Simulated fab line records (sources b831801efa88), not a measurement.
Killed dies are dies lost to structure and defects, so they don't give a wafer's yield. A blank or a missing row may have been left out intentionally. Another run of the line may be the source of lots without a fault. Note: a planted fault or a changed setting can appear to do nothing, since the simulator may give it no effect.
8D (eight disciplines) problem report, filled in by code | flow gf180mcu | the parts of the form that need people (team, actions taken, sign-off) are left out

## 1. WHAT WENT WRONG
LVPWELL_TW at GF_LVPWELL_TW_MEAS_11 reads a mean of 613 on 9 wafers of 3 lots; wafers without a fault read 559 with a standard deviation of 3.4. That is +16 standard deviations from the usual mean.
First observed at day 6 22:49: wafer L489.2, on film metro-03. The record has a number at this step for 36 wafers belonging to 12 lots. By rule, "out" or "out of limits" means more than 4 standard deviations away from the usual mean. The rest of the wafers with a number are treated as sound.

## 2. WHAT THIS IS AND IS NOT
question                    | is                                          | is not
which readings at this step | LVPWELL_TW                                  | -
which lots                  | L489, L490, L491                            | L476, L478, L479, L480, L492, L493, L495, L497, L498
which wafers of those lots  | all that have a number                      | -
read on which gauges        | film metro-01, film metro-03, film metro-04 | -
when                        | from day 6 22:49                            | up to then (12 sound wafers); but 15 sound wafers of L492, L493, L495, L497, L498 came after

## 3. SUSPECTS, AND WHAT RULES EACH OUT
Counting: any tool at a process step up to the reading is kept as a suspect provided that every lot that is out went through it and no sound lot did after the first of them.
- the gauge at GF_LVPWELL_TW_MEAS_11: ruled out. Those wafers that are out were read across 3 gauges (film metro-01, film metro-03, film metro-04).
- implanter-03 at GF_LVPWELL_IMPLANT_08: kept. All lots that are out passed through it, beginning with L489 at day 6 22:25, and no sound lot followed; its final sound lot before that point was L480 at day 4 19:18. Its own readings are out on those wafers: tilt deg.
After counting, what remains is implanter-03 at GF_LVPWELL_IMPLANT_08.

## 4. THE CAUSE (what the simulator had put in)
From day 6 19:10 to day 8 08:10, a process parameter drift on implanter-03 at GF_LVPWELL_IMPLANT_08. A move of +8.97 in setting tilt deg, from 0. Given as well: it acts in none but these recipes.
Only this tool survived the counting.

## 5. THE EFFECT CHAIN, in route order
Rows list readings where the struck wafers' mean (over those with a number) sits beyond 3 standard deviations from the usual. Only readings for which the record gives a usual standard deviation are gone through. hours: the time from each lot's start at the first step in this table that gives one to its start at this step, as a median over the lots. sigmas: the change in usual standard deviations.
hours | step                  | reading    | usual         | on struck wafers | change | sigmas
0     | GF_LVPWELL_IMPLANT_08 | tilt deg   | 0.005 degrees | 8.979            | +8.974 | +99 or more
0     | GF_LVPWELL_TW_MEAS_11 | LVPWELL_TW | 559           | 613              | +54    | +16
It contains these process steps:
- GF_LVPWELL_IMPLANT_08
Readings that are blank on the struck wafers while sound wafers have them: LVPWELL_RS at GF_VT_IMPLANT_RS_MEAS_48.

## 6. HOW IT WOULD HAVE BEEN CAUGHT EARLIER
4 hours passed between the start of the fault at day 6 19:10 and the first reading out of limits at a measuring or inspecting step in this record, taken at day 6 22:49.
At GF_LVPWELL_IMPLANT_08, the tool's own readings (tilt deg) were out on each struck wafer the step has a row for, so an alarm limit on them would have fired on the first such wafer.
L490, L491, from the lots that are out (3), started GF_LVPWELL_IMPLANT_08 on implanter-03 later than day 6 22:49. A hold on the tool at that time would have spared those 2.
